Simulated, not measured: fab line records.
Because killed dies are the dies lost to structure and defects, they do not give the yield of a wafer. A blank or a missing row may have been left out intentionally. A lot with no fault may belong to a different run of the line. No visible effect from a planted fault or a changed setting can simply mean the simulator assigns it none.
The tool behind it: which one? / flow gf180mcu / 13 lots, 39 wafers sampled, at 4 steps of a route of 602

WHAT THE GAUGES READ, wafer by wafer
GF_M1_RS_MEAS_05: the measuring method here is four-point-probe. Usual: M1_ALCU_RS gives 0.0693 ohm/sq (standard deviation 0.00074).
lot=L389; measured=day 16 02:56; on=film metro-03; M1_ALCU_RS (ohm/sq)=0.0690 0.0689 0.0704; flag=
lot=L391; measured=day 16 20:56; on=film metro-04; M1_ALCU_RS (ohm/sq)=0.0683 0.0698 0.0688; flag=
lot=L393; measured=day 18 00:13; on=film metro-03; M1_ALCU_RS (ohm/sq)=0.0694 0.0702 0.0694; flag=
lot=L394; measured=day 18 02:54; on=film metro-04; M1_ALCU_RS (ohm/sq)=0.0681 0.0679 0.0676; flag=
lot=L395; measured=day 18 14:43; on=film metro-04; M1_ALCU_RS (ohm/sq)=0.0693 0.0687 0.0691; flag=
lot=L400; measured=day 20 17:46; on=film metro-03; M1_ALCU_RS (ohm/sq)=0.0694 0.0706 0.0689; flag=
lot=L401; measured=day 20 19:05; on=film metro-02; M1_ALCU_RS (ohm/sq)=0.0697 0.0701 0.0695; flag=
lot=L403; measured=day 21 14:41; on=film metro-04; M1_ALCU_RS (ohm/sq)=0.0697 0.0688 0.0704; flag=
lot=L405; measured=day 22 09:55; on=film metro-04; M1_ALCU_RS (ohm/sq)=0.0697 0.0693 0.0695; flag=
lot=L406; measured=day 22 14:13; on=film metro-03; M1_ALCU_RS (ohm/sq)=0.0695 0.0685 0.0698; flag=
lot=L407; measured=day 22 23:24; on=film metro-04; M1_ALCU_RS (ohm/sq)=0.0692 0.0700 0.0699; flag=
lot=L409; measured=day 23 11:15; on=film metro-03; M1_ALCU_RS (ohm/sq)=0.0708 0.0703 0.0702; flag=
lot=L411; measured=day 24 04:53; on=film metro-04; M1_ALCU_RS (ohm/sq)=0.0686 0.0689 0.0687; flag=

GF_M1_CD_MEAS_14: the cd target is 230 nm. Usual: 230.1 nm for cd nm, sd 1.
lot=L389; measured=day 17 01:16; on=cd sem-02; cd nm (nm)=230.8 228.6 230.2; flag=
lot=L391; measured=day 17 19:29; on=cd sem-02; cd nm (nm)=228.8 229.1 227.9; flag=
lot=L393; measured=day 19 00:48; on=cd sem-01; cd nm (nm)=229.6 230.1 229.7; flag=
lot=L394; measured=day 19 03:02; on=cd sem-01; cd nm (nm)=230.6 230.0 229.9; flag=
lot=L395; measured=day 19 15:37; on=cd sem-01; cd nm (nm)=229.4 229.6 228.8; flag=
lot=L400; measured=day 21 18:03; on=cd sem-01; cd nm (nm)=243.1 243.2 244.2; flag=OFF
lot=L401; measured=day 21 19:47; on=cd sem-01; cd nm (nm)=243.3 242.1 242.5; flag=OFF
lot=L403; measured=day 22 14:37; on=cd sem-01; cd nm (nm)=228.1 228.7 228.3; flag=
lot=L405; measured=day 23 08:47; on=cd sem-01; cd nm (nm)=230.5 229.7 230.1; flag=
lot=L406; measured=day 23 13:30; on=cd sem-01; cd nm (nm)=230.4 231.0 231.3; flag=
lot=L407; measured=day 23 21:28; on=cd sem-01; cd nm (nm)=230.4 230.7 231.1; flag=
lot=L409; measured=day 24 10:01; on=cd sem-02; cd nm (nm)=229.7 230.1 229.4; flag=
lot=L411; measured=day 25 02:32; on=cd sem-01; cd nm (nm)=232.1 231.2 230.6; flag=

TOOL THAT RAN EACH LOT (tool first, then ch and the chambers of the sampled wafers, then the start)
lot=L389; GF_CONTACT_SPUTTER_23=pvd sputter-04, day 16 02:03; GF_M1_SOFTBAKE_10=litho track-02 ch 0, day 16 13:29
lot=L391; GF_CONTACT_SPUTTER_23=pvd sputter-02, day 16 19:59; GF_M1_SOFTBAKE_10=litho track-02 ch 0, day 17 08:07
lot=L393; GF_CONTACT_SPUTTER_23=pvd sputter-02, day 17 23:17; GF_M1_SOFTBAKE_10=litho track-02 ch 0, day 18 12:10
lot=L394; GF_CONTACT_SPUTTER_23=pvd sputter-02, day 18 02:04; GF_M1_SOFTBAKE_10=litho track-01 ch 0, day 18 14:16
lot=L395; GF_CONTACT_SPUTTER_23=pvd sputter-02, day 18 13:53; GF_M1_SOFTBAKE_10=litho track-01 ch 0, day 19 03:19
lot=L400; GF_CONTACT_SPUTTER_23=pvd sputter-04, day 20 16:56; GF_M1_SOFTBAKE_10=litho track-02 ch 0, day 21 06:11
lot=L401; GF_CONTACT_SPUTTER_23=pvd sputter-04, day 20 18:12; GF_M1_SOFTBAKE_10=litho track-02 ch 0, day 21 07:29
lot=L403; GF_CONTACT_SPUTTER_23=pvd sputter-02, day 21 13:49; GF_M1_SOFTBAKE_10=litho track-01 ch 0, day 22 03:05
lot=L405; GF_CONTACT_SPUTTER_23=pvd sputter-02, day 22 08:56; GF_M1_SOFTBAKE_10=litho track-01 ch 0, day 22 21:19
lot=L406; GF_CONTACT_SPUTTER_23=pvd sputter-04, day 22 13:23; GF_M1_SOFTBAKE_10=litho track-03 ch 0, day 23 02:03
lot=L407; GF_CONTACT_SPUTTER_23=pvd sputter-01, day 22 22:31; GF_M1_SOFTBAKE_10=litho track-03 ch 0, day 23 10:12
lot=L409; GF_CONTACT_SPUTTER_23=pvd sputter-02, day 23 10:23; GF_M1_SOFTBAKE_10=litho track-01 ch 0, day 23 22:38
lot=L411; GF_CONTACT_SPUTTER_23=pvd sputter-04, day 24 04:03; GF_M1_SOFTBAKE_10=litho track-03 ch 0, day 24 16:00
- GF_CONTACT_SPUTTER_23: material TiN, target thk 10 nm, time 40 s.
- GF_M1_SOFTBAKE_10: time 60 s.

WHAT THE TOOLS THEMSELVES READ (means of the sampled wafers that have a number; where no wafer has one, the mark that the record gives instead)
GF_CONTACT_SPUTTER_23. Usual: 30.1 % for throttle valve pct, sd 0.65.
lot=L389; tool=pvd sputter-04; throttle valve pct (%)=30.3; flag=
lot=L391; tool=pvd sputter-02; throttle valve pct (%)=30.1; flag=
lot=L393; tool=pvd sputter-02; throttle valve pct (%)=30.4; flag=
lot=L394; tool=pvd sputter-02; throttle valve pct (%)=30.2; flag=
lot=L395; tool=pvd sputter-02; throttle valve pct (%)=30.4; flag=
lot=L400; tool=pvd sputter-04; throttle valve pct (%)=30.3; flag=
lot=L401; tool=pvd sputter-04; throttle valve pct (%)=30.2; flag=
lot=L403; tool=pvd sputter-02; throttle valve pct (%)=30.4; flag=
lot=L405; tool=pvd sputter-02; throttle valve pct (%)=30.0; flag=
lot=L406; tool=pvd sputter-04; throttle valve pct (%)=30.1; flag=
lot=L407; tool=pvd sputter-01; throttle valve pct (%)=29.8; flag=
lot=L409; tool=pvd sputter-02; throttle valve pct (%)=30.1; flag=
lot=L411; tool=pvd sputter-04; throttle valve pct (%)=29.8; flag=

GF_M1_SOFTBAKE_10. Usual: heater power total W 93.05 W, standard deviation 0.06; plate temp C 129.97 C, standard deviation 0.13.
lot=L389; tool=litho track-02; heater power total W (W)=93.03; plate temp C (C)=129.97; flag=
lot=L391; tool=litho track-02; heater power total W (W)=93.13; plate temp C (C)=129.91; flag=
lot=L393; tool=litho track-02; heater power total W (W)=93.07; plate temp C (C)=130.04; flag=
lot=L394; tool=litho track-01; heater power total W (W)=93.05; plate temp C (C)=130.08; flag=
lot=L395; tool=litho track-01; heater power total W (W)=93.01; plate temp C (C)=130.06; flag=
lot=L400; tool=litho track-02; heater power total W (W)=88.30; plate temp C (C)=124.87; flag=OFF
lot=L401; tool=litho track-02; heater power total W (W)=88.23; plate temp C (C)=125.00; flag=OFF
lot=L403; tool=litho track-01; heater power total W (W)=93.04; plate temp C (C)=130.01; flag=
lot=L405; tool=litho track-01; heater power total W (W)=93.12; plate temp C (C)=129.95; flag=
lot=L406; tool=litho track-03; heater power total W (W)=93.10; plate temp C (C)=129.75; flag=
lot=L407; tool=litho track-03; heater power total W (W)=93.05; plate temp C (C)=129.87; flag=
lot=L409; tool=litho track-01; heater power total W (W)=93.06; plate temp C (C)=129.97; flag=
lot=L411; tool=litho track-03; heater power total W (W)=93.04; plate temp C (C)=130.09; flag=

THE ANSWER, worked out from the rows above alone
Rule: a lot is off if the mean of its wafers that have a number lies more than 3 standard deviations from the usual mean. Also off: a lot with no number at a reading for which 4 or more lots have one. The other lots that the step has rows for count as sound. The gauges are gone through in route order, then the tools' own readings, and for those a lot's mean is taken as printed above. The first step at which some lot is off is used, and at that step the reading that is off furthest; a lot without a number counts as furthest.
Off at GF_M1_CD_MEAS_14 (cd nm): L400, L401.
If a tool, at a process step before that reading, ran all the lots that are off and no sound lot after the first of them, it fits. Not tried: the gauges at GF_M1_CD_MEAS_14; whatever is off there is also off at GF_M1_SOFTBAKE_10, on other tools, and gauge error can't account for it. One candidate fits, namely litho track-02 at GF_M1_SOFTBAKE_10. A fault onset in the window from L393 (day 18 12:10, its last sound lot) to L400 (day 21 06:11, its first lot off) fits.
The tool's own readings at GF_M1_SOFTBAKE_10 bear it out: on the lots that are off they differ by more than 5 times the standard deviation of the sound lots' means. heater power total W reads 88.27 W there against 93.06 W on the sound lots; plate temp C reads 124.94 C there against 129.97 C on the sound lots.

WHAT HAD BEEN PUT IN BY THE SIMULATOR
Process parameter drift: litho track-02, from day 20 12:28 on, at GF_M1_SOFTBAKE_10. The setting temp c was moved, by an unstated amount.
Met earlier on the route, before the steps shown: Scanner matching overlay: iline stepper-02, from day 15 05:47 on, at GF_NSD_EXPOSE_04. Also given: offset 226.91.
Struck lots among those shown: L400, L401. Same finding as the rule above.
